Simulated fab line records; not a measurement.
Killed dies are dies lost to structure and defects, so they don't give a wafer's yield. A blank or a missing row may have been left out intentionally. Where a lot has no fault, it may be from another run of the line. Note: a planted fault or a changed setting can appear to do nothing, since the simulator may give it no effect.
Which tool did it? -- flow sky130 -- 36 wafers from 12 lots sampled at 3 of the route's 708 steps

## WHAT THE GAUGES READ, wafer by wafer
SKY_VIA3_CD_MEAS_12: the cd target is 200 nm. Usual: cd-nm 200.1 nm, standard deviation 1.7.
lot,measured,on,cd-nm (nm),flag
L924,day 39 02:44,cd-sem-02,199.1 197.6 197.8,
L925,day 40 00:49,cd-sem-02,202.5 201.6 201.6,
L926,day 40 17:52,cd-sem-01,201.1 201.6 202.8,
L928,day 40 19:57,cd-sem-02,199.5 199.0 198.6,
L930,day 42 08:37,cd-sem-02,202.2 200.1 200.5,
L931,day 42 13:17,cd-sem-02,200.8 200.3 200.9,
L937,day 44 04:02,cd-sem-01,198.2 197.3 197.9,
L936,day 44 05:11,cd-sem-02,201.5 201.9 200.7,
L935,day 44 08:14,cd-sem-02,200.2 198.2 199.5,
L938,day 44 09:40,cd-sem-02,198.0 200.5 200.4,
L942,day 44 15:13,cd-sem-01,199.5 199.9 200.2,
L945,day 45 12:04,cd-sem-01,199.6 201.3 200.8,

SKY_VIA3_OVL_MEAS_13. Usual: VIA3_OVL typically reads 6 nm, with standard deviation 5.1.
lot,measured,on,VIA3_OVL (nm),flag
L924,day 39 02:51,overlay-01,6 13 9,
L925,day 40 00:56,overlay-01,9 12 6,
L926,day 40 17:58,overlay-02,3 10 14,
L928,day 40 20:04,overlay-02,9 3 4,
L930,day 42 08:44,overlay-02,11 8 6,
L931,day 42 13:24,overlay-02,12 4 2,
L937,day 44 04:09,overlay-01,8 10 18,
L936,day 44 05:18,overlay-02,-1 3 -6,
L935,day 44 08:22,overlay-02,7 9 -3,
L938,day 44 09:47,overlay-02,7 6 9,
L942,day 44 15:18,overlay-01,11 12 6,
L945,day 45 12:09,overlay-01,13 13 19,

SKY_VIA3_THK_MEAS_23: measures by xrf. Usual: VIA3_W_THK typically reads 393 nm, with standard deviation 8.6.
lot,measured,on,VIA3_W_THK (nm),flag
L924,day 39 04:22,film-metro-02,381 389 380,
L925,day 40 01:59,film-metro-02,396 389 387,
L926,day 40 19:01,film-metro-01,395 392 389,
L928,day 40 21:08,film-metro-02,382 376 385,
L930,day 42 09:50,film-metro-03,409 407 404,
L931,day 42 14:27,film-metro-01,395 385 389,
L937,day 44 05:11,film-metro-03,393 393 391,
L936,day 44 06:20,film-metro-03,392 399 401,
L935,day 44 09:26,film-metro-01,385 379 392,
L938,day 44 10:53,film-metro-02,383 386 382,
L942,day 44 16:21,film-metro-01,390 396 391,
L945,day 45 13:11,film-metro-01,381 386 380,

## TOOL THAT RAN EACH LOT (tool first, then ch and the chambers of the sampled wafers, then the start)
The record shows no process step preceding these readings.

## AS READ BY THE TOOLS THEMSELVES (means over the sampled wafers that have a number; for cases with no such wafer, the mark the record gives instead)
The record holds no such reading with a usual standard deviation.

## THE ANSWER, worked out from the rows above alone
Rule: take the mean of a lot's wafers that have a number; if it is more than 3 standard deviations from the usual mean, the lot is off. Also off: a lot with no number at a reading for which 4 or more lots have one. The other lots that the step has rows for count as sound. First the gauges in route order, then the tools' own readings, where a lot's mean is used as printed above. At the first step where some lot is off, the reading lying furthest off is the one used; lots without a number count as furthest.
Across all readings shown, no lot is off: no conclusion can be drawn from this.

## WHAT THE SIMULATOR HAD INSERTED
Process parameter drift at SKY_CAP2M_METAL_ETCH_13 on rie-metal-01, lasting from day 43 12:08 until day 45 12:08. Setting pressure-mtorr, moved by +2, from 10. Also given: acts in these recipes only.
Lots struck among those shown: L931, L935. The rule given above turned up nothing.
